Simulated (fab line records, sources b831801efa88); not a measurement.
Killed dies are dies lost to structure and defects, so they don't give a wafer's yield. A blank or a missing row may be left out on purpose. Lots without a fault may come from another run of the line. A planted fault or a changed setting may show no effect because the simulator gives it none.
Split-lot experiment | flow sky130 | 5 lots, 23 wafers read, on a route of 708 steps

THE SPLIT
At SKY_GATE_OXIDE_OXIDATION_16 (stabilise 600 s, purge 300 s, target thk 3.57 nm), the setting temp_c was moved away from the recipe's 800 C on 15 of the 23 wafers read, by +1.9% to +2.3%. The other wafers ran this setting at the recipe's value.

The reading is taken at the split's own step.

THE READING
SiO2_of_GATE_OXIDE_OXIDATION_01.thk_nm (the simulator's own value, which no gauge read), in nm, at SKY_GATE_OXIDE_OXIDATION_16 (stabilise 600 s, purge 300 s, target thk 3.57 nm). The file gives no usual value for it. The 8 wafers here that ran the recipe average 11.58 nm, standard deviation 0.095 nm.

wafer  | tool, chamber at the split | temp_c as run, C | against the recipe | SiO2_of_GATE_OXIDE_OXIDATION_01.thk_nm, nm | against lot-mates on the recipe
L074.1 | furnace-01, 0              | 800              | recipe             | 11.68                                      | -
L074.4 | furnace-01, 0              | 800              | recipe             | 11.69                                      | -
L074.5 | furnace-01, 0              | 800              | recipe             | 11.59                                      | -
L077.1 | -, -                       | 815.3            | +1.9%              | 12.19                                      | no lot-mate on the recipe
L077.2 | -, -                       | 815.3            | +1.9%              | 12.11                                      | no lot-mate on the recipe
L077.3 | -, -                       | 815.3            | +1.9%              | 12.09                                      | no lot-mate on the recipe
L077.4 | -, -                       | 815.3            | +1.9%              | 11.97                                      | no lot-mate on the recipe
L077.6 | -, -                       | 815.3            | +1.9%              | 12.15                                      | no lot-mate on the recipe
L078.1 | -, -                       | 800              | recipe             | 11.42                                      | -
L078.2 | -, -                       | 800              | recipe             | 11.59                                      | -
L078.3 | -, -                       | 800              | recipe             | 11.6                                       | -
L078.4 | -, -                       | 800              | recipe             | 11.44                                      | -
L078.5 | -, -                       | 800              | recipe             | 11.64                                      | -
L082.1 | -, -                       | 818.8            | +2.3%              | 12.48                                      | no lot-mate on the recipe
L082.2 | -, -                       | 818.8            | +2.3%              | 12.41                                      | no lot-mate on the recipe
L082.3 | -, -                       | 818.8            | +2.3%              | 12.46                                      | no lot-mate on the recipe
L082.4 | -, -                       | 818.8            | +2.3%              | 12.5                                       | no lot-mate on the recipe
L082.5 | -, -                       | 818.8            | +2.3%              | 12.51                                      | no lot-mate on the recipe
L083.1 | -, -                       | 815.7            | +2.0%              | 12.39                                      | no lot-mate on the recipe
L083.2 | -, -                       | 815.7            | +2.0%              | 12.23                                      | no lot-mate on the recipe
L083.4 | -, -                       | 815.7            | +2.0%              | 12.23                                      | no lot-mate on the recipe
L083.6 | -, -                       | 815.7            | +2.0%              | 12.23                                      | no lot-mate on the recipe
L083.5 | -, -                       | 815.7            | +2.0%              | 12.09                                      | no lot-mate on the recipe

THE FIT
A straight line over all 23 wafers: SiO2_of_GATE_OXIDE_OXIDATION_01.thk_nm changes by +0.342 nm for each +1% of temp_c; r = +0.95; the points scatter about the line by 0.11 nm.
Too few moved wafers have a lot-mate on the recipe to fit a line with each lot's own level taken away.

THE FILE'S OWN FIT
SiO2_of_GATE_OXIDE_OXIDATION_01.thk_nm changes by +0.342 nm for each +1% of temp_c, r = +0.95.
